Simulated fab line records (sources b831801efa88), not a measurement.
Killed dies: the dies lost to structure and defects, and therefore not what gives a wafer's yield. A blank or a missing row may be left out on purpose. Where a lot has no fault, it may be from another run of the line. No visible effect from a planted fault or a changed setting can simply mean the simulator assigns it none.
Code-filled problem report in 8D (eight disciplines) form ; flow sky130 ; the parts of the form that need people (team, actions taken, sign-off) are left out

1. PROBLEM STATEMENT
doseIonsCm2 at SKY_LDD_N_IMPLANT_09 reads a mean of 6.8e+13 on 6 wafers of 2 lots; wafers without a fault read 7.5e+13 with a standard deviation of 8.2e+10. Relative to the usual mean, that is a shift of -86 standard deviations.
The first sign was on wafer L216.1 at day 19 01:56, on implanter-03. Wafers with a number at this step in the record: 18, from 6 lots. The rule behind "out" and "out of limits": a value lying over 4 standard deviations away from the usual mean. The other wafers with a number count as sound.

2. WHAT IT IS AND WHAT IT IS NOT
question;is;is not
which readings at this step;doseIonsCm2;-
which lots;L216, L218;L227, L228, L233, L235
which wafers of those lots;all that have a number;-
read on which tools;implanter-03;implanter-01, implanter-02
when;from day 19 01:56;"up to then (0 sound wafers); but 12 sound wafers of L227, L228, L233, L235 came after"

3. SUSPECTS, AND WHAT RULES EACH OUT
Counting: any tool at a process step up to the reading is kept as a suspect provided that every lot that is out went through it and no sound lot did after the first of them.
- implanter-03 at SKY_LDD_N_IMPLANT_09: ruled out as a lasting fault. After its first lot that is out, L216 (day 19 01:56), sound lots L228, L235 ran on it.
Left after counting: nothing in the record.

4. THE CAUSE (what the simulator had put in)
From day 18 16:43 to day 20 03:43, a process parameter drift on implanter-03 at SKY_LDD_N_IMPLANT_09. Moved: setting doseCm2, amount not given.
Counting ruled it out, wrongly.

5. THE CHAIN OF EFFECTS, in route order
Each row: a reading where the mean over the struck wafers with a number is more than 3 standard deviations away from the usual. Scope: only readings with a usual standard deviation given in the record; hours: median across lots of the time from each lot's start at the first step in this table that gives one to its start at this step; sigmas: change in usual standard deviations.
hours;step;reading;usual;on struck wafers;change;sigmas
0;SKY_LDD_N_IMPLANT_09;doseIonsCm2;7.5e+13;6.8e+13;-7.1e+12;-86
0;SKY_LDD_N_IMPLANT_09;faradayCurrentUA;424;388;-36;-4.2
Its process steps:
- SKY_LDD_N_IMPLANT_09

6. HOW IT WOULD HAVE BEEN CAUGHT EARLIER
In this record the first reading out of limits was taken at day 19 01:56, 9 hours after the fault began at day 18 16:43.
